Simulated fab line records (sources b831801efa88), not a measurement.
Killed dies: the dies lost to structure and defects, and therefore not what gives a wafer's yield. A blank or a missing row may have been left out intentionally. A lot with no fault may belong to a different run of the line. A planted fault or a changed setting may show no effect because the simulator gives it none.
fab line records | flow gf180mcu
record lots=14 | wafers=42 | last_day=34
route steps=602 shown STI@18 LVPWELL@61 CONTACT@291 V1@353
lots that met no fault: from a run of the same line without faults
start_h: hours from the record's opening day to when the first of the lot's shown wafers began | wait_h: time in hours since the lot's previous step | " identical to the entry in the row above | L1.1+2: a single row standing in for several wafers | - no value, or no start given | * or withheld: withheld | < > ~ a bound
route shown NAME@n: names a module that has steps shown in the file, with the first one's number in the route | usual: the fault-free wafers' mean and standard deviation | same: alike in all rows | chamber/n: place in a boat | sites: readings site by site | _std_site: standard deviation across them | _edge_site: inner sites' mean taken away from outer sites' mean | radius_mm: how far each site lies from the wafer's centre | mask NAME#n: copy n | behind: the tool/chamber that last shaped the wafer | hold: cause of the lot's hold/its duration in hours/its outcome | device: the transistor (n, p or np) that didn't switch | end of line: tests of these same wafers at the route's end | a step given without rows: its recipe and nothing more | killed: the dies lost at the first sort to structure and to defects; this is not the yield of the wafer | map: the dies of a wafer, with x for killed, . for not killed, _ for no die there
set.NAME: setting as actually run; set.NAME@STEP: the setting as run at that earlier step | model.NAME: the simulator's own value behind a step, which no gauge read
the route's steps for a sample of lots (tables are steps, rows are wafers)
services: the hour from which a tool's chamber was out of use, counted from the record's first day as start_h (under 0 if before that day), plus the number of hours and why
## steps
# step GF_STI_WET_ETCH_17
# recipe chemistry=H3PO4 | target_depth_nm=45 | temp_c=160 | target=Si3N4 | time_s=514
# usual bath_heat_duty_pct=26.8/2.4 | run_length_s=541/3.1
lot.wafer | tool         | chamber | start_h | wait_h | bath_heat_duty_pct | run_length_s
L559.2    | wet_bench-04 | 1       | 25.53   | 0.0    | 25.8               | 540
L559.3    | "            | 1       | "       | "      | 25.5               | 540
L559.6    | "            | 1       | "       | "      | 26.2               | 540
L561.2    | wet_bench-04 | 2       | 35.19   | 0.0    | 29.6               | 539
L561.3    | "            | 2       | "       | "      | 31.0               | 539
L561.6    | "            | 2       | "       | "      | 28.2               | 539
L562.4    | wet_bench-04 | 3       | 40.49   | 0.0    | 26.2               | 541
L562.5    | "            | 3       | "       | "      | 25.4               | 541
L562.6    | "            | 3       | "       | "      | 24.8               | 541
L563.1    | wet_bench-03 | 0       | 46.11   | 0.0    | 25.3               | 547
L563.2    | "            | 0       | "       | "      | 25.9               | 547
L563.5    | "            | 0       | "       | "      | 25.8               | 547
L565.2    | wet_bench-03 | 0       | 57.21   | 0.0    | 25.8               | 538
L565.4    | "            | 0       | "       | "      | 23.8               | 538
L565.5    | "            | 0       | "       | "      | 25.7               | 538
L570.1    | wet_bench-03 | 0       | 82.43   | 0.0    | 25.3               | 540
L570.3    | "            | 0       | "       | "      | 25.4               | 540
L570.6    | "            | 0       | "       | "      | 26.4               | 540
L571.1    | wet_bench-04 | 1       | 88.54   | 0.0    | 27.8               | 548
L571.4    | "            | 1       | "       | "      | 25.3               | 548
L571.5    | "            | 1       | "       | "      | 26.5               | 548
L572.2    | wet_bench-03 | 3       | 94.08   | 0.0    | 27.2               | 1062
L572.4    | "            | 3       | "       | "      | 27.3               | 1062
L572.6    | "            | 3       | "       | "      | 28.0               | 1062
L573.2    | wet_bench-03 | 0       | 97.99   | 0.0    | 24.3               | 1053
L573.4    | "            | 0       | "       | "      | 24.4               | 1053
L573.5    | "            | 0       | "       | "      | 23.5               | 1053
L574.1    | wet_bench-04 | 2       | 103.09  | 0.0    | 27.3               | 540
L574.2    | "            | 2       | "       | "      | 27.9               | 540
L574.5    | "            | 2       | "       | "      | 29.8               | 540
L575.3    | wet_bench-01 | 0       | 107.93  | 0.0    | 26.9               | 541
L575.5    | "            | 0       | "       | "      | 27.5               | 541
L575.6    | "            | 0       | "       | "      | 26.5               | 541
L580.2    | wet_bench-04 | 0       | 133.81  | 0.0    | 28.5               | 539
L580.3    | "            | 0       | "       | "      | 28.7               | 539
L580.5    | "            | 0       | "       | "      | 27.6               | 539
L581.1    | wet_bench-01 | 2       | 139.01  | 0.0    | 27.2               | 541
L581.3    | "            | 2       | "       | "      | 27.1               | 541
L581.5    | "            | 2       | "       | "      | 27.1               | 541
L582.1    | wet_bench-01 | 3       | 145.48  | 0.0    | 24.2               | 538
L582.3    | "            | 3       | "       | "      | 21.8               | 538
L582.4    | "            | 3       | "       | "      | 23.5               | 538
# step GF_LVPWELL_OVL_MEAS_07
# usual LVPWELL_OVL=0.6/1.8
lot.wafer | tool       | chamber | start_h | wait_h | LVPWELL_OVL[nm]
L559.2    | overlay-01 | -       | 68.10   | -      | 0.6
L559.3    | "          | -       | "       | "      | 0.1
L559.6    | "          | -       | "       | "      | -0.4
L561.2    | overlay-02 | -       | 79.68   | -      | -1.9
L561.3    | "          | -       | "       | "      | -0.5
L561.6    | "          | -       | "       | "      | -0.7
L562.4    | overlay-02 | -       | 84.47   | -      | -0.6
L562.5    | "          | -       | "       | "      | 1.3
L562.6    | "          | -       | "       | "      | 1.2
L563.1    | overlay-02 | -       | 90.55   | -      | -2.7
L563.2    | "          | -       | "       | "      | 0.0
L563.5    | "          | -       | "       | "      | 0.6
L565.2    | overlay-01 | -       | 102.08  | -      | -0.4
L565.4    | "          | -       | "       | "      | 0.1
L565.5    | "          | -       | "       | "      | 0.7
L570.1    | overlay-01 | -       | 130.32  | -      | 4.2
L570.3    | "          | -       | "       | "      | 2.7
L570.6    | "          | -       | "       | "      | 2.2
L571.1    | overlay-01 | -       | 136.00  | -      | 0.4
L571.4    | "          | -       | "       | "      | 0.5
L571.5    | "          | -       | "       | "      | -1.6
L572.2    | overlay-02 | -       | 143.66  | -      | 0.7
L572.4    | "          | -       | "       | "      | 1.3
L572.6    | "          | -       | "       | "      | 2.6
L573.2    | overlay-02 | -       | 149.85  | -      | 1.0
L573.4    | "          | -       | "       | "      | 1.2
L573.5    | "          | -       | "       | "      | -1.2
L574.1    | overlay-02 | -       | 154.64  | -      | 2.4
L574.2    | "          | -       | "       | "      | 1.0
L574.5    | "          | -       | "       | "      | 2.3
L575.3    | overlay-02 | -       | 159.05  | -      | -0.3
L575.5    | "          | -       | "       | "      | 0.1
L575.6    | "          | -       | "       | "      | 0.6
L580.2    | overlay-01 | -       | 185.10  | -      | -4.0
L580.3    | "          | -       | "       | "      | -2.9
L580.5    | "          | -       | "       | "      | -3.7
L581.1    | overlay-02 | -       | 191.02  | -      | 2.7
L581.3    | "          | -       | "       | "      | -0.6
L581.5    | "          | -       | "       | "      | 3.6
L582.1    | overlay-02 | -       | 199.89  | -      | 0.1
L582.3    | "          | -       | "       | "      | -0.4
L582.4    | "          | -       | "       | "      | -0.4
# step GF_CONTACT_CMP_04
# recipe material=SiO2 | down_force_psi=4 | platen_rpm=60 | pad_velocity_m_s=0.94248
# usual motor_current_A=12.4/0.96 | platen_rpm=60.00/0.04 | time_to_endpoint_s=108/6.4
lot.wafer | tool   | chamber | start_h | wait_h | motor_current_A | platen_rpm | time_to_endpoint_s
L559.2    | cmp-01 | 1       | 338.20  | 0.0    | 10.8            | 60.04      | 114
L559.3    | "      | 3       | "       | "      | 11.5            | 59.99      | 113
L559.6    | "      | 2       | "       | "      | 12.9            | 60.01      | 111
L561.3    | cmp-01 | 2       | 358.61  | 0.0    | 13.0            | 60.01      | 112
L561.2    | "      | 1       | "       | "      | 12.2            | 60.04      | 109
L561.6    | "      | 2       | "       | "      | 13.2            | 60.02      | 121
L562.4    | cmp-02 | 0       | 365.16  | 0.0    | 12.1            | 60.04      | 113
L562.5    | "      | 0       | "       | "      | 13.4            | 60.01      | 117
L562.6    | "      | 1       | "       | "      | 12.2            | 59.98      | 114
L563.1    | cmp-01 | 2       | 374.55  | 0.1    | 12.8            | 60.01      | 106
L563.2    | "      | 3       | "       | "      | 11.3            | 60.02      | 107
L563.5    | "      | 2       | "       | "      | 12.6            | 60.00      | 113
L565.4    | cmp-01 | 3       | 393.41  | 0.1    | 11.1            | 59.99      | 106
L565.2    | "      | 1       | "       | "      | 11.6            | 59.98      | 103
L565.5    | "      | 3       | "       | "      | 11.0            | 60.01      | 112
L570.1    | cmp-02 | 2       | 435.10  | 0.1    | 12.6            | 60.02      | 102
L570.3    | "      | 3       | "       | "      | 11.9            | 59.94      | 104
L570.6    | "      | 0       | "       | "      | 12.6            | 59.99      | 125
L571.4    | cmp-01 | 0       | 440.19  | 0.1    | 15.0            | 60.03      | 105
L571.1    | "      | 1       | "       | "      | 11.7            | 60.06      | 111
L571.5    | "      | 3       | "       | "      | 11.2            | 60.00      | 116
L572.2    | cmp-02 | 3       | 458.39  | 0.0    | 12.6            | 60.03      | 107
L572.4    | "      | 0       | "       | "      | 13.2            | 59.99      | 117
L572.6    | "      | 3       | "       | "      | 12.1            | 59.97      | 119
L573.2    | cmp-02 | 0       | 463.89  | 0.0    | 12.6            | 60.04      | 108
L573.4    | "      | 2       | "       | "      | 12.5            | 60.02      | 103
L573.5    | "      | 1       | "       | "      | 12.3            | 60.00      | 107
L574.1    | cmp-02 | 2       | 473.08  | 0.1    | 12.6            | 59.99      | 100
L574.2    | "      | 1       | "       | "      | 11.3            | 59.97      | 103
L574.5    | "      | 2       | "       | "      | 12.2            | 60.08      | 104
L575.3    | cmp-02 | 0       | 476.25  | 0.1    | 12.1            | 59.98      | 108
L575.5    | "      | 2       | "       | "      | 12.0            | 59.94      | 114
L575.6    | "      | 3       | "       | "      | 13.3            | 59.98      | 116
L580.3    | cmp-01 | 1       | 521.00  | 0.0    | 11.6            | 59.98      | 108
L580.2    | "      | 2       | "       | "      | 12.8            | 59.97      | 108
L580.5    | "      | 2       | "       | "      | 12.3            | 59.97      | 117
L582.3    | cmp-01 | 1       | 539.09  | 0.0    | 11.9            | 60.04      | 105
L582.1    | "      | 2       | "       | "      | 12.5            | 59.97      | 107
L582.4    | "      | 0       | "       | "      | 14.0            | 59.95      | 107
L581.1    | cmp-01 | 2       | 539.74  | 0.1    | 12.7            | 60.04      | 98
L581.3    | "      | 0       | "       | "      | 14.2            | 59.99      | 101
L581.5    | "      | 1       | "       | "      | 11.6            | 59.97      | 101
# step GF_V1_STRIP_18
# recipe chemistry=O2/N2 | power_w=1400 | pressure_mtorr=1500 | platen_temp_c=250 | o2_flow_sccm=3000 | n2_flow_sccm=300 | overash_fraction=0.5
# usual drypump_motor_current_A=5.32/0.26 | heater_power_w=358/46 | oes_product_au=0.592/0.0055
lot.wafer | tool            | chamber | start_h | wait_h | drypump_motor_current_A | heater_power_w | oes_product_au | rf_hours_counter_h
L559.2    | plasma_asher-02 | 0       | 409.33  | -      | 5.11                    | 439            | 0.592          | 70
L559.3    | "               | 1       | "       | "      | 5.29                    | 312            | 0.592          | -
L559.6    | "               | 1       | "       | "      | 5.27                    | 316            | 0.593          | -
L561.2    | plasma_asher-02 | 1       | 431.07  | -      | 5.29                    | 313            | 0.599          | 73
L561.3    | "               | 0       | "       | "      | 5.09                    | 430            | 0.593          | -
L561.6    | "               | 0       | "       | "      | 5.08                    | 447            | 0.597          | -
L562.4    | plasma_asher-01 | 1       | 439.46  | -      | 4.89                    | 329            | 0.596          | -
L562.5    | "               | 0       | "       | "      | 5.62                    | 354            | 0.595          | -
L562.6    | "               | 1       | "       | "      | 4.89                    | 336            | 0.590          | -
L563.1    | plasma_asher-04 | 1       | 447.68  | -      | 5.49                    | 325            | 0.596          | 35
L563.2    | "               | 0       | "       | "      | 5.63                    | 374            | 0.590          | 35
L563.5    | "               | 0       | "       | "      | 5.66                    | 367            | 0.604          | -
L565.2    | plasma_asher-02 | 0       | 468.07  | -      | 5.10                    | 426            | 0.599          | 76
L565.4    | "               | 1       | "       | "      | 5.29                    | 315            | 0.593          | -
L565.5    | "               | 1       | "       | "      | 5.27                    | 317            | 0.590          | -
L570.1    | plasma_asher-02 | 0       | 509.52  | -      | 5.12                    | 439            | 0.591          | 81
L570.3    | "               | 0       | "       | "      | 5.13                    | 433            | 0.587          | -
L570.6    | "               | 1       | "       | "      | 5.29                    | 306            | 0.589          | -
L571.1    | plasma_asher-02 | 0       | 515.10  | -      | 5.11                    | 434            | 0.590          | 81
L571.4    | "               | 0       | "       | "      | 5.10                    | 437            | 0.586          | -
L571.5    | "               | 0       | "       | "      | 5.11                    | 432            | 0.589          | -
L572.2    | plasma_asher-02 | 0       | 533.12  | -      | 5.10                    | 437            | 0.591          | 84
L572.4    | "               | 0       | "       | "      | 5.11                    | 438            | 0.601          | -
L572.6    | "               | 0       | "       | "      | 5.09                    | 428            | 0.587          | -
L573.2    | plasma_asher-04 | 1       | 537.67  | -      | 5.50                    | 323            | 0.602          | 45
L573.4    | "               | 0       | "       | "      | 5.68                    | 377            | 0.590          | -
L573.5    | "               | 1       | "       | "      | 5.51                    | 324            | 0.597          | -
L574.1    | plasma_asher-02 | 1       | 545.58  | -      | 5.28                    | 306            | 0.592          | 85
L574.2    | "               | 0       | "       | "      | 5.09                    | 426            | 0.593          | 85
L574.5    | "               | 1       | "       | "      | 5.26                    | 307            | 0.591          | -
L575.3    | plasma_asher-01 | 0       | 549.73  | -      | 5.62                    | 353            | 0.597          | -
L575.5    | "               | 1       | "       | "      | 4.86                    | 328            | 0.586          | -
L575.6    | "               | 0       | "       | "      | 5.61                    | 352            | 0.589          | -
L580.2    | plasma_asher-01 | 1       | 591.12  | -      | 4.87                    | 333            | 0.587          | 13
L580.3    | "               | 1       | "       | "      | 4.85                    | 329            | 0.580          | -
L580.5    | "               | 0       | "       | "      | 5.61                    | 354            | 0.590          | -
L582.1    | plasma_asher-01 | 0       | 606.41  | -      | 5.61                    | 351            | 0.590          | 14
L582.3    | "               | 0       | "       | "      | 5.62                    | 345            | 0.591          | -
L582.4    | "               | 1       | "       | "      | 4.89                    | 325            | 0.599          | -
L581.1    | plasma_asher-01 | 0       | 608.13  | -      | 5.59                    | 352            | 0.590          | 15
L581.3    | "               | 0       | "       | "      | 5.62                    | 351            | 0.597          | -
L581.5    | "               | 0       | "       | "      | 5.62                    | 349            | 0.596          | -
## services
tool            | chamber | start_h | hours | kind
cmp-01          | -       | 10.37   | 17.6  | pm
cmp-02          | -       | 11.85   | 0.5   | repair
cmp-02          | -       | 14.69   | 2.0   | repair
cmp-01          | -       | 27.93   | 8.2   | pm
cmp-01          | -       | 41.87   | 12.1  | repair
cmp-01          | -       | 57.09   | 2.6   | repair
cmp-01          | -       | 64.09   | 4.0   | pm
cmp-01          | -       | 98.66   | 4.4   | repair
cmp-01          | -       | 114.07  | 0.4   | repair
cmp-01          | -       | 145.67  | 0.9   | repair
cmp-01          | -       | 174.10  | 18.6  | repair
cmp-01          | -       | 329.07  | 1.6   | repair
cmp-01          | -       | 380.27  | 3.6   | pm
cmp-01          | -       | 384.10  | 0.3   | repair
cmp-01          | -       | 389.12  | 0.8   | repair
cmp-01          | -       | 404.09  | 4.0   | pm
plasma_asher-02 | -       | 433.95  | 2.8   | pm
cmp-01          | -       | 465.69  | 1.8   | repair
cmp-01          | -       | 533.07  | 3.1   | repair
cmp-01          | -       | 542.79  | 6.9   | pm
plasma_asher-02 | -       | 554.59  | 3.3   | repair
cmp-01          | -       | 554.68  | 2.5   | repair
cmp-01          | -       | 584.73  | 0.4   | repair
plasma_asher-02 | -       | 604.64  | 28.1  | pm
## key
first_sign step=GF_STI_WET_ETCH_17 | reading=run_length_s | direction=up | sigmas=99+ | usual=* | struck=*
effect none on later readings
met_at GF_STI_WET_ETCH_17
struck_lots L572,L573
tester_left_out L572,L573
not_acting_at GF_LVPWELL_OVL_MEAS_07,GF_CONTACT_CMP_04,GF_V1_STRIP_18
onset_between 82.43 94.08
fault kind=process_parameter_drift | tool=wet_bench-03 | chamber=- | onset_h=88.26 | steps=GF_STI_WET_ETCH_17 | channel=time_s | offset=* | shape=step | end_h=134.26 | acts_in=* | stated=*
# tester_left_out: of these lots the tester's yield and bins aren't shown, on N5 and GAA mostly nor the transistor test; their killed dies are dies lost to structure and defects alone, not to doping, threshold or leakage, so they don't give the yield
